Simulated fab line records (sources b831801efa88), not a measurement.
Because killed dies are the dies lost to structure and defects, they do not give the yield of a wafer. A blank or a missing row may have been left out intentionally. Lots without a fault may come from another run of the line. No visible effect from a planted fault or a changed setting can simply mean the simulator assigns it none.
fab line records -- flow sky130
[record] lots = 5, wafers = 15, last-day = 50
route steps=708 shown LDD_LDN@291 SPACER@304 PAD_OPEN@708
lots that met no fault: taken from a fault-free run of the same line
start-h: hours from the record's opening day to when the first of the lot's shown wafers began -- wait-h: time in hours since the lot's previous step -- " same as the row above -- L1.1+2: one row covering several wafers at once -- - no value, or no start given -- * or withheld: withheld -- < > ~ a bound
route shown NAME@n: a module of which the file shows steps, and the number in the route of the first -- usual: mean/standard deviation taken from wafers without a fault -- same: alike in all rows -- chamber/n: place in a boat -- sites: each site's reading -- _std_site: the values' standard deviation -- _edge_site: the outer-site mean with the inner-site mean subtracted -- radius-mm: for every site, how far away it sits from the centre of the wafer -- mask NAME#n: copy n -- behind: the most recent tool/chamber to have shaped the wafer -- hold: what put the lot on hold/how long, in hours/how the hold closed -- device: the n, p or np transistor that did not switch -- end of line: tests run on the same wafers once the route is complete -- a step given without rows: its recipe and nothing more -- killed: dies that structure and defects cost at the first sort, which is not the same as the wafer's yield -- map: per-die view of a wafer (x killed, . not killed, _ where there is no die)
set.NAME: the run value of the setting; set.NAME@STEP: its run value at that earlier step -- model.NAME: the simulator's own value behind a step, which no gauge read
lots seen at some steps along the route; tables by step, rows by wafer
services: when a tool's chamber went out of use (start-h, in hours from the record's first day, below 0 if earlier), for how many hours, and the reason
[[steps]]
[step SKY_LDD_LDN_COAT_02]
[recipe] resist = NOVOLAK, spin-rpm = 3000, resist-thk-nm = 1140
[step SKY_LDD_LDN_SOFTBAKE_03]
[recipe] temp-c = 90, time-s = 60, resist = NOVOLAK
[step SKY_LDD_LDN_EXPOSE_04]
[recipe] mask-id = LDNTM, na = 0.6, source-shape = conventional, sigma-outer = 0.6, polarization = unpolarized, target-cd-nm = 700, dose-mj = 140
[step SKY_LDD_LDN_PEB_05]
[recipe] temp-c = withheld, time-s = *, resist = NOVOLAK
[step SKY_LDD_LDN_DEVELOP_06]
[recipe] resist = NOVOLAK, developer = TMAH, develop-time-s = 60, dev-temp-c = 23
[step SKY_LDD_LDN_OVL_MEAS_07]
[usual] LDD_LDN_OVL = -1.1/1.3
lot.wafer,tool,chamber,start-h,wait-h,LDD_LDN_OVL[nm]
L639.2,overlay-02,-,613.86,0.1,-1.0
L639.3,overlay-02,-,613.86,0.1,-0.6
L639.6,overlay-02,-,613.86,0.1,-0.8
L644.2,overlay-02,-,645.89,0.1,-0.3
L644.5,overlay-02,-,645.89,0.1,-0.3
L644.6,overlay-02,-,645.89,0.1,0.3
L650.3,overlay-01,-,683.87,0.1,-2.3
L650.5,overlay-01,-,683.87,0.1,-0.3
L650.6,overlay-01,-,683.87,0.1,-2.2
L652.1,overlay-02,-,701.78,0.1,-2.0
L652.2,overlay-02,-,701.78,0.1,-1.4
L652.6,overlay-02,-,701.78,0.1,-3.4
L653.1,overlay-02,-,708.23,0.1,-2.1
L653.3,overlay-02,-,708.23,0.1,-1.4
L653.6,overlay-02,-,708.23,0.1,-1.1
[step SKY_LDD_LDN_IMPLANT_08]
[recipe] species = As, energy-kev = 15, dose-cm2 = 1.25e+13, tilt-deg = withheld, rotation-deg = 23
[step SKY_LDD_LDN_IMPLANT_09]
[recipe] species = As, energy-kev = 15, dose-cm2 = 1.25e+13, tilt-deg = withheld, rotation-deg = 113
[step SKY_LDD_LDN_IMPLANT_10]
[recipe] species = As, energy-kev = 15, dose-cm2 = 1.25e+13, tilt-deg = withheld, rotation-deg = 203
[step SKY_LDD_LDN_IMPLANT_11]
[recipe] species = As, energy-kev = 15, dose-cm2 = 1.25e+13, tilt-deg = withheld, rotation-deg = 293
[step SKY_LDD_LDN_STRIP_12]
[recipe] chemistry = O2/N2, power-w = 1400, pressure-mtorr = 1500, platen-temp-c = withheld, o2-flow-sccm = 3000, n2-flow-sccm = 300, overash-fraction = 0.5
[usual] chamber-pressure-mTorr = 1499.9/1.3, drypump-motor-current-A = 5.8/0.43, oes-product-au = 0.716/0.0044, strip-time-to-endpoint-s = 14.18/0.037
lot.wafer,tool,chamber,start-h,wait-h,chamber-pressure-mTorr,drypump-motor-current-A,oes-product-au,rf-hours-counter-h,strip-time-to-endpoint-s
L639.2,plasma-asher-02,0,614.49,0.1,1500.8,5.5,0.714,78,14.22
L639.3,plasma-asher-02,1,614.49,0.1,1498.5,6.2,0.713,-,14.19
L639.6,plasma-asher-02,1,614.49,0.1,1501.3,6.2,0.716,-,14.19
L644.2,plasma-asher-03,0,646.52,0.1,1498.6,5.4,0.714,99,14.16
L644.5,plasma-asher-03,0,646.52,0.1,1502.9,5.4,0.716,-,14.11
L644.6,plasma-asher-03,1,646.52,0.1,1501.2,6.1,0.713,-,14.18
L650.3,plasma-asher-02,0,684.53,0.1,1498.7,5.6,0.716,-,14.20
L650.5,plasma-asher-02,0,684.53,0.1,1498.5,5.6,0.712,-,14.16
L650.6,plasma-asher-02,1,684.53,0.1,1498.7,6.3,0.719,-,14.20
L652.1,plasma-asher-02,0,702.42,0.1,1501.3,5.5,0.721,86,14.23
L652.2,plasma-asher-02,1,702.42,0.1,1501.5,6.2,0.709,86,14.18
L652.6,plasma-asher-02,0,702.42,0.1,1500.0,5.5,0.719,-,14.23
L653.1,plasma-asher-02,0,708.87,0.1,1502.2,5.6,0.714,87,14.18
L653.3,plasma-asher-02,0,708.87,0.1,1498.4,5.6,0.719,-,14.26
L653.6,plasma-asher-02,1,708.87,0.1,1498.9,6.2,0.711,-,14.19
[step SKY_LDD_LDN_TW_MEAS_13]
[usual] LDD_LDN_TW = 1491/10
lot.wafer,tool,chamber,start-h,wait-h,LDD_LDN_TW
L639.2,film-metro-02,-,614.60,0.1,1494
L639.3,film-metro-02,-,614.60,0.1,1488
L639.6,film-metro-02,-,614.60,0.1,1488
L644.2,film-metro-02,-,646.63,0.1,1489
L644.5,film-metro-02,-,646.63,0.1,1484
L644.6,film-metro-02,-,646.63,0.1,1486
L650.3,film-metro-02,-,684.61,0.1,1486
L650.5,film-metro-02,-,684.61,0.1,1480
L650.6,film-metro-02,-,684.61,0.1,1485
L652.1,film-metro-03,-,702.52,0.1,1508
L652.2,film-metro-03,-,702.52,0.1,1500
L652.6,film-metro-03,-,702.52,0.1,1503
L653.1,film-metro-03,-,708.97,0.1,1505
L653.3,film-metro-03,-,708.97,0.1,1504
L653.6,film-metro-03,-,708.97,0.1,1505
[step SKY_LDD_LDN_CLEAN_14]
[recipe] chemistry = SC1/SC2, mix = 1:4:20, temp-c = 70, time-s = 150, dry = n2-spin
[usual] run-length-s = 177.3/2.7
lot.wafer,tool,chamber,start-h,wait-h,run-length-s
L639.2,wet-bench-04,0,614.65,0.0,175.3
L639.3,wet-bench-04,0,614.65,0.0,175.3
L639.6,wet-bench-04,0,614.65,0.0,175.3
L644.2,wet-bench-04,1,646.68,0.0,182.5
L644.5,wet-bench-04,1,646.68,0.0,182.5
L644.6,wet-bench-04,1,646.68,0.0,182.5
L650.3,wet-bench-02,0,684.65,0.0,182.2
L650.5,wet-bench-02,0,684.65,0.0,182.2
L650.6,wet-bench-02,0,684.65,0.0,182.2
L652.1,wet-bench-04,3,702.58,0.1,113.1
L652.2,wet-bench-04,3,702.58,0.1,113.1
L652.6,wet-bench-04,3,702.58,0.1,113.1
L653.1,wet-bench-01,1,709.03,0.1,181.8
L653.3,wet-bench-01,1,709.03,0.1,181.8
L653.6,wet-bench-01,1,709.03,0.1,181.8
[step SKY_SPACER_CVD_00]
[recipe] material = Si3N4, precursor = DCS/NH3, target-thk-nm = 43.1, temp-c = 770, time-s = 740, pressure-mtorr = 250
[step SKY_PAD_OPEN_PROBE_99]
[usual] killed_at_M0_to_M3 = 43/6.5, killed_at_M4_up = 3/1.7, killed-at-contacts = 25/5.1, killed-at-front-end = 15/3.8, killed-at-other = 0.2/0.45, killed-dies = 86/8.8, killed-open = 47/6.7, killed-short = 39/6
[same] gross-dies = 492, killed-at-back-side = 0
lot.wafer,tool,chamber,start-h,wait-h,killed_at_M0_to_M3,killed_at_M4_up,killed-at-contacts,killed-at-front-end,killed-at-other,killed-dies,killed-open,killed-short,model.etest.diode-nwell-sub.leak-log10-a-cm2,model.etest.diode-dnwell-sub.leak-log10-a-cm2,model.etest.diode-pwell-dnwell.leak-log10-a-cm2
L639.2,prober-02,-,1135.83,0.1,44,2,19,12,0,77,48,29,-7.304,-7.616,-7.639
L639.3,prober-02,-,1135.88,0.2,40,4,23,21,0,88,48,40,-7.167,-7.512,-7.311
L639.6,prober-02,-,1136.03,0.2,38,6,20,15,0,79,42,37,-7.385,-7.61,-7.656
L644.2,prober-02,-,1159.72,0.1,42,3,24,21,0,90,51,39,-7.356,-7.361,-7.588
L644.5,prober-02,-,1159.87,0.2,41,1,31,17,0,90,58,32,-7.485,-7.07,-7.799
L644.6,prober-02,-,1159.92,0.2,41,8,20,18,0,87,48,39,-7.468,-7.513,-7.649
L650.3,prober-01,-,1184.58,0.2,49,0,36,17,0,102,56,46,-7.365,-7.311,-7.573
L650.5,prober-01,-,1184.68,0.2,40,2,31,13,0,86,48,38,-7.474,-7.231,-7.373
L650.6,prober-01,-,1184.73,0.2,37,4,22,15,0,78,38,40,-7.439,-7.103,-7.508
L652.1,prober-01,-,1191.07,0.1,46,5,28,18,0,97,58,39,-7.089,-7.121,-7.396
L652.2,prober-01,-,1191.12,0.1,35,5,32,12,0,84,44,40,-6.907,-6.892,-7.23
L652.6,prober-01,-,1191.32,0.2,40,1,28,14,0,83,47,36,-6.805,-7.071,-7.289
L653.1,prober-02,-,1197.96,0.1,46,2,28,18,1,95,55,40,-7.305,-7.138,-7.753
L653.3,prober-02,-,1198.06,0.2,33,2,29,12,0,76,35,41,-7.621,-7.12,-7.487
L653.6,prober-02,-,1198.21,0.2,38,3,16,13,0,70,41,29,-7.281,-7.484,-7.667
// killed by level:class
L639.2 VIA1:geometric-particle:open=13 VIA3:geometric-particle:open=9 METAL1:geometric-particle:short=8 CONTACT:geometric-particle:open=6 FIELD_ISO:geometric-particle:open=5 LI_CONTACT:geometric-particle:open=5 METAL2:geometric-particle:short=5 POLY_GATE:geometric-particle:open=3
L639.3 VIA1:geometric-particle:open=10 POLY_GATE:geometric-particle:open=6 METAL1:geometric-particle:short=6 FIELD_ISO:geometric-particle:short=5 POLY_GATE:geometric-particle:short=5 LI_CONTACT:geometric-particle:open=5 CONTACT:geometric-particle:short=5 CONTACT:geometric-particle:open=5
L639.6 VIA2:geometric-particle:open=9 VIA2:geometric-particle:short=7 VIA1:geometric-particle:open=6 LI_CONTACT:geometric-particle:open=6 METAL4:geometric-particle:short=5 CONTACT:geometric-particle:open=5 FIELD_ISO:geometric-particle:short=4 FIELD_ISO:geometric-particle:open=4
L644.2 VIA1:geometric-particle:open=14 FIELD_ISO:geometric-particle:short=7 LI_CONTACT:geometric-particle:open=7 CONTACT:geometric-particle:open=7 LOCAL_INTERCONNECT:geometric-particle:short=6 VIA2:geometric-particle:open=6 VIA3:geometric-particle:open=5 SPACER:geometric-particle:open=4
L644.5 CONTACT:geometric-particle:open=16 LI_CONTACT:geometric-particle:open=7 VIA3:geometric-particle:open=7 VIA2:geometric-particle:open=7 FIELD_ISO:geometric-particle:open=6 METAL2:geometric-particle:short=6 FIELD_ISO:geometric-particle:short=5 VIA1:geometric-particle:open=5
L644.6 FIELD_ISO:geometric-particle:open=8 LI_CONTACT:geometric-particle:open=8 METAL2:geometric-particle:short=8 VIA2:geometric-particle:open=8 FIELD_ISO:geometric-particle:short=5 CONTACT:geometric-particle:open=5 VIA3:geometric-particle:open=5 VIA1:geometric-particle:open=4
L650.3 LI_CONTACT:geometric-particle:open=12 VIA3:geometric-particle:open=12 VIA1:geometric-particle:open=11 METAL1:geometric-particle:short=7 CONTACT:geometric-particle:short=7 CONTACT:geometric-particle:open=7 LOCAL_INTERCONNECT:geometric-particle:short=6 FIELD_ISO:geometric-particle:open=5
L650.5 CONTACT:geometric-particle:open=13 LI_CONTACT:geometric-particle:open=10 METAL2:geometric-particle:short=8 VIA1:geometric-particle:open=6 VIA2:geometric-particle:open=5 VIA3:geometric-particle:short=5 VIA3:geometric-particle:open=5 POLY_GATE:geometric-particle:short=4
L650.6 VIA1:geometric-particle:open=12 CONTACT:geometric-particle:open=8 METAL1:geometric-particle:short=8 FIELD_ISO:geometric-particle:short=6 LI_CONTACT:geometric-particle:open=5 LOCAL_INTERCONNECT:geometric-particle:short=5 VIA1:geometric-particle:short=5 FIELD_ISO:geometric-particle:open=3
L652.1 CONTACT:geometric-particle:open=12 VIA3:geometric-particle:open=9 LI_CONTACT:geometric-particle:open=8 VIA2:geometric-particle:open=8 FIELD_ISO:geometric-particle:open=7 METAL1:geometric-particle:short=7 METAL2:geometric-particle:short=6 POLY_GATE:geometric-particle:open=5
L652.2 CONTACT:geometric-particle:open=11 VIA1:geometric-particle:open=11 LI_CONTACT:geometric-particle:open=8 VIA2:geometric-particle:open=6 LI_CONTACT:geometric-particle:short=5 METAL4:geometric-particle:short=5 FIELD_ISO:geometric-particle:short=4 CONTACT:geometric-particle:short=4
L652.6 LI_CONTACT:geometric-particle:open=11 METAL1:geometric-particle:short=8 CONTACT:geometric-particle:short=7 VIA1:geometric-particle:open=7 VIA2:geometric-particle:open=6 POLY_GATE:geometric-particle:open=5 CONTACT:geometric-particle:open=5 METAL2:geometric-particle:short=4
L653.1 VIA3:geometric-particle:open=11 LI_CONTACT:geometric-particle:open=9 VIA1:geometric-particle:open=9 CONTACT:geometric-particle:open=8 METAL1:geometric-particle:short=6 POLY_GATE:geometric-particle:open=5 POLY_GATE:geometric-particle:short=5 METAL2:geometric-particle:short=5
L653.3 LI_CONTACT:geometric-particle:open=8 CONTACT:geometric-particle:short=7 METAL2:geometric-particle:short=7 VIA1:geometric-particle:open=6 CONTACT:geometric-particle:open=6 VIA2:geometric-particle:open=5 LOCAL_INTERCONNECT:geometric-particle:short=4 SPACER:geometric-particle:short=4
L653.6 VIA1:geometric-particle:open=8 CONTACT:geometric-particle:open=7 VIA3:geometric-particle:open=7 METAL2:geometric-particle:short=6 LI_CONTACT:geometric-particle:open=5 VIA3:geometric-particle:short=5 VIA2:geometric-particle:open=5 FIELD_ISO:geometric-particle:short=4
[[services]]
tool,chamber,start-h,hours,kind
plasma-asher-02,-,680.31,1.0,repair
wet-bench-02,-,686.54,4.4,pm
plasma-asher-02,-,693.58,2.8,pm
[[key]]
[first-sign] step = SKY_LDD_LDN_CLEAN_14, reading = run-length-s, direction = down, sigmas = 24, usual = *, struck = *
effect none on later readings
[model-effect] step = SKY_PAD_OPEN_PROBE_99, value = etest.diode-nwell-sub.leak-log10-a-cm2, without = -7.338, struck = -6.934
met-at SKY_LDD_LDN_CLEAN_14
struck-wafers L652.1,L652.2,L652.6
tester-left-out L652
[fault] kind = process-parameter-drift, tool = wet-bench-04, chamber = 3, onset-h = 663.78, steps = SKY_LDD_LDN_CLEAN_14, channel = time-s, offset = *, shape = step, end-h = 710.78, acts-in = *, stated = *
// tester-left-out: of these lots the tester's yield and bins aren't shown, on N5 and GAA mostly nor the transistor test; their killed dies are dies lost to structure and defects alone, not to doping, threshold or leakage, so they don't give the yield
